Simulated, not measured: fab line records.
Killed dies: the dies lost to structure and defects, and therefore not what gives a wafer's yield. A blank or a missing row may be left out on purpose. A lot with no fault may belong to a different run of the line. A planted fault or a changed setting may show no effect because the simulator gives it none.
Check of tool commonality ; flow gf180mcu ; 13 lots and 39 wafers in the sample

## REASON IT WAS OPENED
At GF_NWELL_TW_MEAS_11 the reading NWELL_TW is flagged on 2 of 13 lots. Fault-free wafers read 1565, with a standard deviation of 12.
Rule: flag the lot when none of its wafers has a number, or when each of its wafers that has one lies beyond 4 standard deviations from that mean. As for the other lots, they are considered sound.

lot;measured;on;NWELL_TW, wafer by wafer;flag
L327;day 3 17:23;film metro-01;1552 1549 1547;
L328;day 3 23:34;film metro-04;1578 1578 1584;
L330;day 4 11:05;film metro-04;1579 1588 1583;
L332;day 4 21:35;film metro-02;1556 1572 1566;
L333;day 5 03:37;film metro-02;1551 1550 1553;
L334;day 5 09:14;film metro-04;1589 1568 1582;
L335;day 5 13:43;film metro-02;1560 1556 1549;
L336;day 5 18:23;film metro-01;1556 1551 1548;
L337;day 6 04:05;film metro-04;1645 1641 1645;FLAGGED
L338;day 6 08:39;film metro-02;1553 1547 1554;
L341;day 7 04:01;film metro-02;1629 1631 1644;FLAGGED
L346;day 8 04:37;film metro-02;1558 1558 1555;
L348;day 8 13:49;film metro-04;1573 1558 1566;
On average the flagged lots' numbers are 1639, which is +74 against the usual, or +6 standard deviations.

## TOOL THAT RAN EACH LOT
The record holds 1 process step before the reading, out of a route of 602 steps. Read each cell as the tool, then ch plus the chambers that the sampled wafers visited, then the start.
lot;flag;GF_NWELL_IMPLANT_09
L327;;implanter-01 ch 0, day 3 17:08
L328;;implanter-03 ch 0, day 3 23:19
L330;;implanter-03 ch 0, day 4 10:50
L332;;implanter-01 ch 0, day 4 21:20
L333;;implanter-01 ch 0, day 5 03:22
L334;;implanter-03 ch 0, day 5 09:01
L335;;implanter-01 ch 0, day 5 13:28
L336;;implanter-01 ch 0, day 5 18:09
L337;FLAGGED;implanter-01 ch 0, day 6 03:31
L338;;implanter-01 ch 0, day 6 08:27
L341;FLAGGED;implanter-03 ch 0, day 7 03:30
L346;;implanter-01 ch 0, day 8 04:23
L348;;implanter-03 ch 0, day 8 13:37
These steps, and what they do:
- GF_NWELL_IMPLANT_09
- GF_NWELL_TW_MEAS_11

## FLAGGED AGAINST TOTAL, ONE TOOL AT A TIME (gauges that did the reading follow at the end)
step;tool;lots run;flagged;share of the flagged lots;sound lots run after its first flagged lot
GF_NWELL_IMPLANT_09;implanter-01;8;1;some;2 (L338,L346)
GF_NWELL_IMPLANT_09;implanter-03;5;1;some;1 (L348)
GF_NWELL_TW_MEAS_11;film metro-01;2;0;none;-
GF_NWELL_TW_MEAS_11;film metro-02;6;1;some;1 (L346)
GF_NWELL_TW_MEAS_11;film metro-04;5;1;some;1 (L348)

## WHAT THE TABLE ALLOWS
No row of the table ran every flagged lot.

## WHAT THE SIMULATOR HAD INSERTED
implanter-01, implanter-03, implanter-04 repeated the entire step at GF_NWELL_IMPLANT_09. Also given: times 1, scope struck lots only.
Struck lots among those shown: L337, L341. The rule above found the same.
